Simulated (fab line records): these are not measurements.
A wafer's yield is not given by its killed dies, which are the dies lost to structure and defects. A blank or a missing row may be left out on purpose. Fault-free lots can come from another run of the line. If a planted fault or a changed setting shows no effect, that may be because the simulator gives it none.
Which tool is to blame? ; flow sky130 ; 11 lots, 33 wafers sampled, at 7 steps of a route of 708

== WHAT THE GAUGES SHOWED, per wafer ==
SKY_SPACER_THK_MEAS_01.
lot;measured;on;SPACER_CVD_00_THK (nm)
L850;day 23 21:10;filmMetro-04;43.2 43.1 43.4
L851;day 24 03:08;filmMetro-02;43.6 43.3 43.5
L852;day 24 18:16;filmMetro-03;43.2 43.1 43.0
L853;day 24 20:02;filmMetro-04;43.1 43.0 43.2
L857;day 25 21:14;filmMetro-02;43.1 43.4 43.5
L858;day 26 10:07;filmMetro-03;43.1 42.9 43.2
L862;day 27 05:58;filmMetro-03;43.1 43.4 43.3
L863;day 28 00:08;filmMetro-04;43.6 43.5 43.4
L864;day 28 00:08;filmMetro-03;43.4 43.5 43.9
L872;day 30 19:22;filmMetro-04;43.4 43.3 43.7
L873;day 30 22:09;filmMetro-03;43.3 43.0 42.8

SKY_POLY_CUT_OVL_MEAS_09.
lot;measured;on;POLY_CUT_OVL (nm)
L850;day 25 02:55;overlay-01;2 4 8
L851;day 25 08:56;overlay-02;1 3 6
L852;day 25 23:39;overlay-02;3 3 4
L853;day 26 01:07;overlay-01;10 8 -3
L857;day 27 01:31;overlay-01;5 5 1
L858;day 27 15:10;overlay-02;8 10 6
L862;day 28 10:02;overlay-02;1 -1 5
L863;day 29 07:11;overlay-02;11 12 12
L864;day 29 07:04;overlay-01;0 5 3
L872;day 31 23:25;overlay-01;1 3 0
L873;day 32 02:13;overlay-02;14 7 10

SKY_SD_N_TW_MEAS_12.
lot;measured;on;SD_N_TW
L850;day 28 18:31;filmMetro-01;3986 3980 3982
L851;day 29 00:07;filmMetro-01;4031 4052 4022
L852;day 29 14:03;filmMetro-03;3976 3932 3967
L853;day 29 15:31;filmMetro-02;3976 3975 3980
L857;day 30 14:59;filmMetro-03;3948 3944 3967
L858;day 31 04:16;filmMetro-03;3988 4001 3999
L862;day 31 22:40;filmMetro-03;3992 3992 3986
L863;day 32 18:41;filmMetro-03;3935 3917 3918
L864;day 32 17:52;filmMetro-02;3927 3934 3934
L872;day 35 07:20;filmMetro-01;4015 4011 4025
L873;day 35 10:25;filmMetro-02;3972 3992 3981

SKY_SD_N_RS_MEAS_16: uses a four-point probe to measure.
lot;measured;on;SD_N_RS (ohm/sq)
L850;day 28 18:49;filmMetro-02;68.69 68.55 68.67
L851;day 29 00:25;filmMetro-02;68.58 68.59 68.69
L852;day 29 14:22;filmMetro-03;68.40 68.55 68.36
L853;day 29 15:48;filmMetro-02;68.60 68.48 68.69
L857;day 30 15:16;filmMetro-02;68.68 68.63 68.76
L858;day 31 04:33;filmMetro-02;68.79 68.84 68.78
L862;day 31 22:57;filmMetro-03;68.72 68.69 68.54
L863;day 32 18:59;filmMetro-01;71.36 71.40 71.25
L864;day 32 18:08;filmMetro-02;71.21 71.45 71.51
L872;day 35 07:42;filmMetro-02;68.69 68.57 68.71
L873;day 35 10:42;filmMetro-03;68.34 68.31 68.60

== WHICH TOOL RAN EACH LOT (tool, then ch and the chambers of the sampled wafers, then the start) ==
lot;SKY_LDD_LDN_STRIP_12;SKY_SD_N_IMPLANT_09;SKY_SD_N_STRIP_11
L850;plasmaAsher-04 ch 0,1, day 23 19:46;implanter-03 ch 0, day 28 18:07;plasmaAsher-01 ch 0,1, day 28 18:24
L851;plasmaAsher-03 ch 0,1, day 24 01:43;implanter-02 ch 0, day 28 23:44;plasmaAsher-04 ch 0,1, day 29 00:01
L852;plasmaAsher-01 ch 0,1, day 24 16:15;implanter-03 ch 0, day 29 13:41;plasmaAsher-04 ch 0,1, day 29 13:57
L853;plasmaAsher-03 ch 0,1, day 24 17:44;implanter-02 ch 0, day 29 15:07;plasmaAsher-03 ch 0,1, day 29 15:25
L857;plasmaAsher-04 ch 0,1, day 25 19:49;implanter-03 ch 0, day 30 14:35;plasmaAsher-01 ch 0,1, day 30 14:53
L858;plasmaAsher-04 ch 0,1, day 26 08:42;implanter-03 ch 0, day 31 03:52;plasmaAsher-04 ch 0,1, day 31 04:10
L862;plasmaAsher-03 ch 0,1, day 27 04:33;implanter-03 ch 0, day 31 22:16;plasmaAsher-03 ch 0,1, day 31 22:34
L863;plasmaAsher-04 ch 0,1, day 27 17:23;implanter-03 ch 0, day 32 18:19;plasmaAsher-03 ch 0,1, day 32 18:35
L864;plasmaAsher-01 ch 0,1, day 27 20:49;implanter-03 ch 0, day 32 17:28;plasmaAsher-03 ch 0,1, day 32 17:46
L872;plasmaAsher-03 ch 0,1, day 30 16:52;implanter-02 ch 0, day 35 06:58;plasmaAsher-03 ch 0,1, day 35 07:15
L873;plasmaAsher-04 ch 0,1, day 30 20:21;implanter-02 ch 0, day 35 10:01;plasmaAsher-03 ch 0,1, day 35 10:19
- SKY_LDD_LDN_STRIP_12: strips in O2/N2.
- SKY_SD_N_IMPLANT_09
- SKY_SD_N_STRIP_11: strips in O2/N2.

== WHAT THE TOOLS THEMSELVES READ (means of the sampled wafers that have a number; where no wafer has one, the mark that the record gives instead) ==
SKY_LDD_LDN_STRIP_12.
lot;tool;drypumpMotorCurrentA (A);oesProductAu (a.u.);stripTimeToEndpointS (s)
L850;plasmaAsher-04;5.8;0.717;14.19
L851;plasmaAsher-03;5.8;0.715;14.16
L852;plasmaAsher-01;6.1;0.716;14.18
L853;plasmaAsher-03;5.4;0.716;14.16
L857;plasmaAsher-04;5.9;0.715;14.16
L858;plasmaAsher-04;5.8;0.719;14.20
L862;plasmaAsher-03;5.8;0.713;14.25
L863;plasmaAsher-04;5.8;0.719;14.12
L864;plasmaAsher-01;5.9;0.715;14.19
L872;plasmaAsher-03;5.4;0.718;14.16
L873;plasmaAsher-04;5.9;0.715;14.13

SKY_SD_N_IMPLANT_09.
lot;tool;beamEnergyKeV;endStationPressureTorr (Torr)
L850;implanter-03;49.999;1.54e-05
L851;implanter-02;49.992;1.26e-05
L852;implanter-03;50.017;1.54e-05
L853;implanter-02;49.987;1.28e-05
L857;implanter-03;50.009;1.46e-05
L858;implanter-03;49.995;1.53e-05
L862;implanter-03;49.987;1.46e-05
L863;implanter-03;46.308;1.51e-05
L864;implanter-03;46.324;1.50e-05
L872;implanter-02;49.990;1.26e-05
L873;implanter-02;49.973;1.25e-05

SKY_SD_N_STRIP_11.
lot;tool;drypumpMotorCurrentA (A);oesProductAu (a.u.);stripTimeToEndpointS (s)
L850;plasmaAsher-01;6.1;0.529;22.56
L851;plasmaAsher-04;5.8;0.526;22.55
L852;plasmaAsher-04;5.9;0.523;22.55
L853;plasmaAsher-03;5.4;0.529;22.56
L857;plasmaAsher-01;6.1;0.527;22.59
L858;plasmaAsher-04;5.9;0.518;22.51
L862;plasmaAsher-03;5.8;0.529;22.54
L863;plasmaAsher-03;5.4;0.533;21.96
L864;plasmaAsher-03;5.8;0.535;22.02
L872;plasmaAsher-03;5.4;0.523;22.48
L873;plasmaAsher-03;5.4;0.531;22.63

== THE ANSWER, worked out from the rows above alone ==
Rule: usual is defined by the lots themselves. Put in order of their means at a reading, lots are off if they are a third of the lots or fewer, leave a main group of 4 or more, and stand apart from it by a gap of 3 or more times the standard deviation of the main group's means; of several such gaps the widest counts. A main group whose means are all the same, to the digits that the tables above print for the reading, isn't used. A lot without any number at a reading at which 4 lots or more have one is off too. The other lots that the step has rows for count as sound. After the gauges, taken in route order, come the tools' own readings; for these a lot's mean is taken, as printed above. At the first step where some lot is off, the reading lying furthest off is the one used; lots without a number count as furthest.
Off: L863, L864, at SKY_SD_N_RS_MEAS_16 (SD_N_RS). The main group: mean 68.61 ohm/sq, standard deviation 0.11.
If a tool, at a process step before that reading, ran all the lots that are off and no sound lot after the first of them, it fits. The gauges at SKY_SD_N_RS_MEAS_16 aren't tried: what is off there is off at SKY_SD_N_IMPLANT_09 too, on other tools, and a gauge's error can't cause that. One candidate fits, namely implanter-03 at SKY_SD_N_IMPLANT_09. A fault onset in the window from L862 (day 31 22:16, its last sound lot) to L864 (day 32 17:28, its first lot off) fits.
On the lots that are off, the tool's own readings at SKY_SD_N_IMPLANT_09 differ by more than 5 times the standard deviation of the sound lots' means, which bears it out; beamEnergyKeV reads 46.316 there versus 49.994 on the sound lots.

== WHAT THE SIMULATOR PUT IN ==
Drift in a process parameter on implanter-03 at SKY_SD_N_IMPLANT_09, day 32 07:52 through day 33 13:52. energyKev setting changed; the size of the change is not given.
Lots struck among those shown: L864, L863. Same finding as the rule above.
